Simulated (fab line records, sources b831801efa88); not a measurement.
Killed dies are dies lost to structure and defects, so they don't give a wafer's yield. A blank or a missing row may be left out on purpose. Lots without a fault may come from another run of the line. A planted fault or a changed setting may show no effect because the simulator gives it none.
One fault seen from 2 desks | flow sfq_line | each desk has only its own numbers; what lay behind them comes last

THE METROLOGY DESK
What the gauges read, lot by lot, whatever tool the lot ran on: means of the sampled wafers that have a number. A lot is out of limits, marked OUT, if its mean lies more than 4 standard deviations from the usual mean; the brackets give that distance.
Columns: A = I5_OVL at SFQ_I5_OVL_MEAS_936, usual 1 nm
lot  | first seen here | A
L670 | day 59 03:06    | -0
L676 | day 66 13:55    | 12
L677 | day 66 23:31    | -5
L679 | day 67 14:03    | 1
L683 | day 68 12:50    | 9
L689 | day 69 14:03    | -3
This desk's finding: nothing out of limits on any of the 6 lots.

THE TOOL OWNER'S DESK: rie_diel-03
The tool's own readings at SFQ_TRILAYER_I5_BARC_OPEN_VIA_ETCH_200 (etches BARC in O2, target depth 125 nm, time 41.7 s): means of the sampled wafers that have a number, for each lot that ran on this tool. A lot is out of limits, marked OUT, if its mean lies more than 4 standard deviations from the usual mean; the brackets give that distance.
Columns: A = drypump_motor_current_A at SFQ_TRILAYER_I5_BARC_OPEN_VIA_ETCH_200, usual 5.86 A; B = oes_product_au at SFQ_TRILAYER_I5_BARC_OPEN_VIA_ETCH_200, usual 0.685 a.u.; C = rf_fwd_power_W at SFQ_TRILAYER_I5_BARC_OPEN_VIA_ETCH_200, usual 495.3 W
lot  | first seen here | A    | B     | C
L670 | day 59 03:08    | 5.87 | 0.683 | 494.2
L677 | day 66 23:34    | 5.91 | 0.688 | 574.9 (+32) OUT
L679 | day 67 14:05    | 5.74 | 0.687 | 575.6 (+32) OUT
This desk's finding: out of limits on L677, L679; first on L677, day 66 23:34 (rf_fwd_power_W at SFQ_TRILAYER_I5_BARC_OPEN_VIA_ETCH_200). In limits: L670.

PUT TOGETHER
The tool owner's desk could have raised an alarm at day 66 23:34, on L677, L679.
The metrology desk saw nothing out of limits.
The metrology desk has L677, L679 on record, within its limits.
Of the lots named, all ran SFQ_TRILAYER_I5_BARC_OPEN_VIA_ETCH_200 on rie_diel-03.

WHAT THE SIMULATOR HAD PUT IN
Process parameter drift: rie_diel-03, from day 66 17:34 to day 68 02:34, at SFQ_TRILAYER_I5_BARC_OPEN_VIA_ETCH_200. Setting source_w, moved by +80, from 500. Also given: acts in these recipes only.
Lots struck among those shown: L677, L679.
Hours from the fault's start to each desk's first reading out of limits: the tool owner's desk, 6.
